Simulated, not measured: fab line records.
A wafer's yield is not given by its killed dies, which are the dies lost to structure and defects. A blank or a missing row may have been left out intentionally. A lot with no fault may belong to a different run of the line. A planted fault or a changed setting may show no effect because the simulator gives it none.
fab line records	flow sky130
record lots=7	wafers=18	lastDay=50
route steps=708 shown LOCAL_INTERCONNECT@388 PAD_OPEN@708
lots with no fault: from the same line, run without faults
startH: hours from the record's first day to the start of the lot's first wafer shown	waitH: hours since the lot's step before	" repeats the value in the row above	L1.1+2: a row that stands for several wafers	- no value, or no start given	* or withheld: withheld	< > ~ a bound
route shown NAME@n: NAME is a module with steps in the file, n the number in the route of the first one	usual: mean/standard deviation of fault-free wafers	same: alike in all rows	chamber/n: place in a boat	sites: the reading at each site	_std_site: the values' standard deviation	_edge_site: the outer-site mean with the inner-site mean subtracted	radiusMm: how far each site lies from the wafer's centre	mask NAME#n: copy n	behind: tool/chamber where the wafer was last shaped	hold: why the lot was held/for how many hours/how that ended	device: the n, p or np transistor that did not switch	end of line: tests of these same wafers at the route's end	where a step has no rows: the recipe by itself	killed: not the wafer's yield, but the dies lost to structure and defects at the first sort	map: a wafer's dies, marking killed ones x, the rest . and places with no die _
set.NAME: the setting that was run; set.NAME@STEP: the one run at that earlier step	model.NAME: the simulator's own value behind a step, which no gauge read
certain route steps with their lots: each step a table, each wafer a row
services: from which hour (startH, from the record's first day; less than 0 if before it) a tool's chamber was out of use, for how many hours, and why
## steps
# step SKY_LOCAL_INTERCONNECT_RS_MEAS_01
# recipe thkMeasGauge=four-point-probe	reads=TiN_of_LOCAL_INTERCONNECT_SPUTTER_00
# usual LOCAL_INTERCONNECT_TIN_RS=14.26/0.2
lot.wafer	tool	chamber	startH	waitH	LOCAL_INTERCONNECT_TIN_RS[ohm/sq]
L249.2	filmMetro-02	-	711.25	0.1	14.32
L249.5	"	-	"	"	14.42
L249.6	"	-	"	"	14.31
L256.1	filmMetro-02	-	767.53	0.0	14.42
L256.4	"	-	"	"	14.30
L256.6	"	-	"	"	14.44
L259.1	filmMetro-04	-	790.96	0.0	14.67
L259.2	"	-	"	"	14.35
L260.2	filmMetro-03	-	798.32	0.1	13.95
L260.4	"	-	"	"	14.22
L261.1	filmMetro-02	-	830.05	0.0	14.02
L261.3	"	-	"	"	13.95
L267.1	filmMetro-02	-	851.52	0.0	14.46
L267.3	"	-	"	"	14.50
L267.6	"	-	"	"	14.55
L268.1	filmMetro-03	-	860.59	0.0	14.39
L268.2	"	-	"	"	14.32
L268.4	"	-	"	"	14.26
# step SKY_LOCAL_INTERCONNECT_THK_MEAS_02
# recipe thkMeasGauge=xrf	reads=TiN_of_LOCAL_INTERCONNECT_SPUTTER_00
# usual LOCAL_INTERCONNECT_TIN_THK=99.5/1.3
lot.wafer	tool	chamber	startH	waitH	LOCAL_INTERCONNECT_TIN_THK[nm]
L249.2	filmMetro-02	-	711.36	0.1	99.3
L249.5	"	-	"	"	98.2
L249.6	"	-	"	"	99.0
L256.1	filmMetro-02	-	767.65	0.1	98.4
L256.4	"	-	"	"	98.6
L256.6	"	-	"	"	98.5
L259.1	filmMetro-04	-	791.08	0.1	97.5
L259.2	"	-	"	"	99.3
L260.2	filmMetro-03	-	798.43	0.1	102.3
L260.4	"	-	"	"	100.6
L261.1	filmMetro-02	-	830.17	0.1	100.1
L261.3	"	-	"	"	101.1
L267.1	filmMetro-02	-	851.64	0.1	98.5
L267.3	"	-	"	"	98.6
L267.6	"	-	"	"	97.9
L268.1	filmMetro-03	-	860.71	0.1	98.5
L268.2	"	-	"	"	99.3
L268.4	"	-	"	"	99.5
# step SKY_LOCAL_INTERCONNECT_DEHYDRATE_03
# recipe tempC=200	timeS=60
# step SKY_LOCAL_INTERCONNECT_HMDS_04
# recipe primeTimeS=60	primeTempC=120
# step SKY_LOCAL_INTERCONNECT_COAT_05
# recipe resist=BARC	tempC=withheld	timeS=withheld	spinRpm=3000	resistThkNm=60
# step SKY_LOCAL_INTERCONNECT_COAT_06
# recipe resist=KrF-thick	spinRpm=3000	resistThkNm=450
# step SKY_LOCAL_INTERCONNECT_SOFTBAKE_07
# recipe tempC=100	timeS=90	resist=KrF-thick
# step SKY_LOCAL_INTERCONNECT_EXPOSE_08
# recipe maskId=LI1M	na=0.8	sourceShape=annular	sigmaInner=0.55	sigmaOuter=0.85	targetCdNm=170	doseMj=28
# step SKY_LOCAL_INTERCONNECT_PEB_09
# recipe pebTempC=withheld	pebTimeS=withheld	resist=KrF-thick
# step SKY_LOCAL_INTERCONNECT_DEVELOP_10
# recipe developTimeS=60	resist=KrF-thick	devTempC=21
# step SKY_LOCAL_INTERCONNECT_CD_MEAS_11
# recipe targetCdNm=170
# usual cdNm=169.9/1.5
lot.wafer	tool	chamber	startH	waitH	cdNm
L249.2	cdSem-01	-	739.36	-	172.4
L249.5	"	-	"	"	173.8
L249.6	"	-	"	"	173.5
L256.1	cdSem-01	-	794.64	-	170.5
L256.4	"	-	"	"	169.9
L256.6	"	-	"	"	170.2
L259.1	cdSem-02	-	817.74	-	169.4
L259.2	"	-	"	"	169.1
L260.2	cdSem-02	-	825.26	-	169.4
L260.4	"	-	"	"	170.3
L261.1	cdSem-02	-	854.23	-	168.6
L261.3	"	-	"	"	167.6
L267.1	cdSem-02	-	877.65	-	171.6
L267.3	"	-	"	"	170.2
L267.6	"	-	"	"	171.2
L268.1	cdSem-01	-	886.63	-	171.3
L268.2	"	-	"	"	172.8
L268.4	"	-	"	"	172.3
# step SKY_LOCAL_INTERCONNECT_OVL_MEAS_12
# usual LOCAL_INTERCONNECT_OVL=-1/5.3
lot.wafer	tool	chamber	startH	waitH	LOCAL_INTERCONNECT_OVL[nm]
L249.2	overlay-01	-	739.47	0.1	-3
L249.5	"	-	"	"	-1
L249.6	"	-	"	"	1
L256.1	overlay-02	-	794.76	0.1	3
L256.4	"	-	"	"	1
L256.6	"	-	"	"	0
L259.1	overlay-02	-	817.86	0.1	1
L259.2	"	-	"	"	2
L260.2	overlay-01	-	825.37	0.1	-1
L260.4	"	-	"	"	2
L261.1	overlay-01	-	854.35	0.1	5
L261.3	"	-	"	"	12
L267.1	overlay-01	-	877.77	0.1	-11
L267.3	"	-	"	"	-12
L267.6	"	-	"	"	-3
L268.1	overlay-02	-	886.75	0.1	-11
L268.2	"	-	"	"	-17
L268.4	"	-	"	"	-14
# step SKY_LOCAL_INTERCONNECT_ETCH_13
# recipe chemistry=N2/H2	target=BARC	ionEnergyEv=200	biasW=100	pressureMtorr=30	n2FlowSccm=100	h2FlowSccm=200	icpW=500	stopOn=SiO2	timeS=45.9	targetDepthA=600
# usual drypumpMotorCurrentA=5.6/0.32	oesProductAu=0.855/0.0044	runLengthS=74.1/0.53	throttleValvePct=13.224/0.0087
lot.wafer	tool	chamber	startH	waitH	drypumpMotorCurrentA	oesProductAu	rfHoursCounterH	runLengthS	throttleValvePct	model.KrF-thick_of_LOCAL_INTERCONNECT_COAT_06.thkNm	model.LOCAL_INTERCONNECT.cdNm	model.SiO2_of_SONOS_ONO_CVD_04.thkNm
L249.2	rieMetal-01	1	739.50	0.0	6.0	0.861	4	75.1	13.221	394	174	4.159
L249.5	"	0	"	"	5.3	0.859	-	73.8	13.233	393.1	173.7	4.151
L249.6	"	1	"	"	6.0	0.855	-	75.0	13.215	395.2	174.9	4.188
L256.1	rieMetal-01	0	794.80	0.0	5.4	0.861	11	74.1	13.228	391.4	169.6	4.291
L256.4	"	0	"	"	5.4	0.852	-	74.2	13.224	389.9	168.7	4.3
L256.6	"	1	"	"	6.0	0.855	-	75.2	13.222	391.3	170.8	4.383
L259.1	rieMetal-01	1	817.90	0.0	5.9	0.852	6	75.2	13.219	397	169.4	4.116
L259.2	"	0	"	"	5.4	0.731	12	90.1	13.219	379.7	164.6	3.292
L260.2	rieMetal-01	1	825.40	0.0	6.0	0.725	7	91.2	13.212	380.8	166.6	3.615
L260.4	"	1	"	"	6.0	0.855	-	75.4	13.228	394.7	170.6	4.278
L261.1	rieMetal-01	1	854.39	0.0	6.0	0.860	8	74.9	13.226	393.9	169.6	4.27
L261.3	"	1	"	"	6.0	0.719	-	90.8	13.214	379.9	166	3.539
L267.1	rieMetal-03	1	877.81	0.0	5.3	0.864	7	73.5	13.222	392.3	172	4.386
L267.3	"	1	"	"	5.3	0.849	-	73.5	13.208	392.6	170.8	4.289
L267.6	"	0	"	"	6.0	0.853	-	73.7	13.221	390.7	170.9	4.25
L268.1	rieMetal-03	0	886.79	0.0	6.0	0.852	11	74.3	13.230	392.8	170.8	4.368
L268.2	"	1	"	"	5.3	0.855	7	73.5	13.236	394.5	173.3	4.219
L268.4	"	0	"	"	6.0	0.852	-	73.7	13.218	391.9	171	4.255
# step SKY_LOCAL_INTERCONNECT_METAL_ETCH_14
# recipe targetDepthNm=110	stopOn=PSG	chemistry=Cl2/BCl3	target=TiN	resistSidewallDeg=88	pressureMtorr=10	icpW=900	biasW=48.5	Cl2_flow_sccm=60	bcl3FlowSccm=30	timeS=31.4
# usual drypumpMotorCurrentA=5.6/0.33	mfcCl2Sccm=59.99/0.19	oesProductAu=0.938/0.0089	runLengthS=59.7/0.52	throttleValvePct=21.904/0.0098
lot.wafer	tool	chamber	startH	waitH	drypumpMotorCurrentA	mfcCl2Sccm	oesProductAu	rfHoursCounterH	runLengthS	throttleValvePct	model.KrF-thick_of_LOCAL_INTERCONNECT_COAT_06.thkNm
L249.2	rieMetal-01	1	739.56	0.0	6.0	60.07	0.927	4	60.4	21.912	351.8
L249.5	"	0	"	"	5.4	60.07	0.933	-	59.4	21.911	349
L249.6	"	1	"	"	6.0	60.07	0.942	-	60.7	21.900	353
L256.1	rieMetal-01	0	794.86	0.0	5.4	59.78	0.923	11	59.6	21.915	346.2
L256.4	"	0	"	"	5.4	59.79	0.946	-	59.6	21.903	344.4
L256.6	"	1	"	"	6.0	60.03	0.935	-	60.2	21.916	347.9
L259.1	rieMetal-01	1	817.96	0.0	6.0	60.15	0.935	6	60.3	21.919	353.6
L259.2	"	0	"	"	5.3	59.91	0.937	12	59.9	21.910	334.8
L260.2	rieMetal-01	1	825.46	0.0	6.0	59.61	0.948	7	60.3	21.891	337.2
L260.4	"	1	"	"	6.0	59.88	0.935	-	60.2	21.888	351.4
L261.1	rieMetal-01	1	854.45	0.0	6.0	59.80	0.952	8	60.1	21.893	351
L261.3	"	1	"	"	6.0	59.89	0.945	-	60.6	21.897	336.9
L267.1	rieMetal-03	1	877.87	0.0	5.3	59.89	0.930	7	59.2	21.909	349.1
L267.3	"	1	"	"	5.3	59.77	0.926	-	58.9	21.907	349.4
L267.6	"	0	"	"	6.0	59.86	0.926	-	59.7	21.909	345.7
L268.1	rieMetal-03	0	886.85	0.0	6.0	59.91	0.930	11	59.0	21.926	347.8
L268.2	"	1	"	"	5.3	60.00	0.933	7	59.1	21.909	351.4
L268.4	"	0	"	"	6.0	59.94	0.937	-	59.1	21.913	346.9
# step SKY_LOCAL_INTERCONNECT_STRIP_15
# recipe chemistry=O2/N2	powerW=1400	pressureMtorr=1500	platenTempC=withheld	o2FlowSccm=3000	n2FlowSccm=300	overashFraction=0.5
# usual drypumpMotorCurrentA=5.52/0.21	oesProductAu=0.427/0.0047	stripTimeToEndpointS=4.726/0.028
lot.wafer	tool	chamber	startH	waitH	drypumpMotorCurrentA	oesProductAu	rfHoursCounterH	stripTimeToEndpointS
L249.2	plasmaAsher-02	1	739.61	0.0	5.47	0.424	60	4.754
L249.5	"	0	"	"	5.47	0.428	-	4.725
L249.6	"	1	"	"	5.52	0.435	-	4.755
L256.1	plasmaAsher-01	1	794.91	0.0	5.21	0.432	37	4.694
L256.4	"	1	"	"	5.24	0.427	-	4.672
L256.6	"	0	"	"	5.48	0.438	-	4.704
L259.1	plasmaAsher-01	0	818.01	0.0	5.46	0.429	40	4.782
L259.2	"	1	"	"	5.21	0.414	40	4.596
L260.2	plasmaAsher-02	1	825.51	0.0	5.52	0.414	67	4.603
L260.4	"	1	"	"	5.54	0.428	-	4.742
L261.1	plasmaAsher-02	1	854.50	0.0	5.51	0.421	70	4.755
L261.3	"	1	"	"	5.50	0.414	-	4.603
L267.1	plasmaAsher-03	0	877.92	0.0	5.44	0.426	109	4.724
L267.3	"	1	"	"	5.97	0.423	-	4.736
L267.6	"	1	"	"	5.95	0.423	-	4.678
L268.1	plasmaAsher-03	1	886.90	0.0	5.96	0.428	110	4.711
L268.2	"	0	"	"	5.43	0.426	110	4.749
L268.4	"	0	"	"	5.44	0.419	-	4.698
# step SKY_LOCAL_INTERCONNECT_STRIP_16
# recipe chemistry=postEtchResidueRemover	timeS=1200	tempC=72.5
# step SKY_PAD_OPEN_PROBE_99
# usual killed_at_M0_to_M3=44/6.9	killed_at_M4_up=3.2/1.8	killedAtContacts=23/5.2	killedAtFrontEnd=15/4.5	killedAtOther=0.3/0.56	killedDies=85/8.8	killedOpen=47/6.7	killedShort=39/6.4
# same grossDies=492	killedAtBackSide=0
lot.wafer	tool	chamber	startH	waitH	killed_at_M0_to_M3	killed_at_M4_up	killedAtContacts	killedAtFrontEnd	killedAtOther	killedDies	killedOpen	killedShort
L260.4	prober-01	-	1162.27	0.2	46	4	27	6	0	83	34	49
# killed by level:class
L260.4 CONTACT:geometricParticle:open=8 CONTACT:geometricParticle:short=8 VIA1:geometricParticle:short=7 VIA1:geometricParticle:open=7 METAL2:geometricParticle:short=7 LOCAL_INTERCONNECT:geometricParticle:short=6 VIA2:geometricParticle:open=5 VIA3:geometricParticle:short=5
## services
tool	chamber	startH	hours	kind
plasmaAsher-03	-	734.95	2.8	pm
plasmaAsher-02	-	783.97	15.6	pm
rieMetal-01	-	798.41	1.7	repair
plasmaAsher-02	-	827.59	2.8	pm
rieMetal-01	-	843.10	0.1	repair
plasmaAsher-01	-	854.19	14.6	pm
## key
firstSign step=SKY_LOCAL_INTERCONNECT_ETCH_13	reading=runLengthS	direction=up	sigmas=31	usual=*	struck=*
effect step=SKY_LOCAL_INTERCONNECT_ETCH_13	reading=oesProductAu	direction=down	sigmas=29	usual=0.855	struck=0.725
effect step=SKY_LOCAL_INTERCONNECT_STRIP_15	reading=stripTimeToEndpointS	direction=down	sigmas=4.4	usual=*	struck=*
modelEffect step=SKY_LOCAL_INTERCONNECT_ETCH_13	value=KrF-thick_of_LOCAL_INTERCONNECT_COAT_06.thkNm	without=395.3	struck=380.1
modelEffect step=SKY_LOCAL_INTERCONNECT_METAL_ETCH_14	value=KrF-thick_of_LOCAL_INTERCONNECT_COAT_06.thkNm	without=351.5	struck=336.3
metAt SKY_LOCAL_INTERCONNECT_ETCH_13
struckWafers L259.2,L260.2,L261.3
testerLeftOut L259,L260,L261
onsetBetween 794.80 817.90
fault kind=processParameterDrift	tool=rieMetal-01	chamber=-	onsetH=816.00	steps=SKY_LOCAL_INTERCONNECT_ETCH_13	channel=timeS	offset=*	shape=step	endH=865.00	scope=struckWafersOnly	actsIn=*	stated=*
# testerLeftOut: of these lots the tester's yield and bins aren't shown, on N5 and GAA mostly nor the transistor test; their killed dies are dies lost to structure and defects alone, not to doping, threshold or leakage, so they don't give the yield
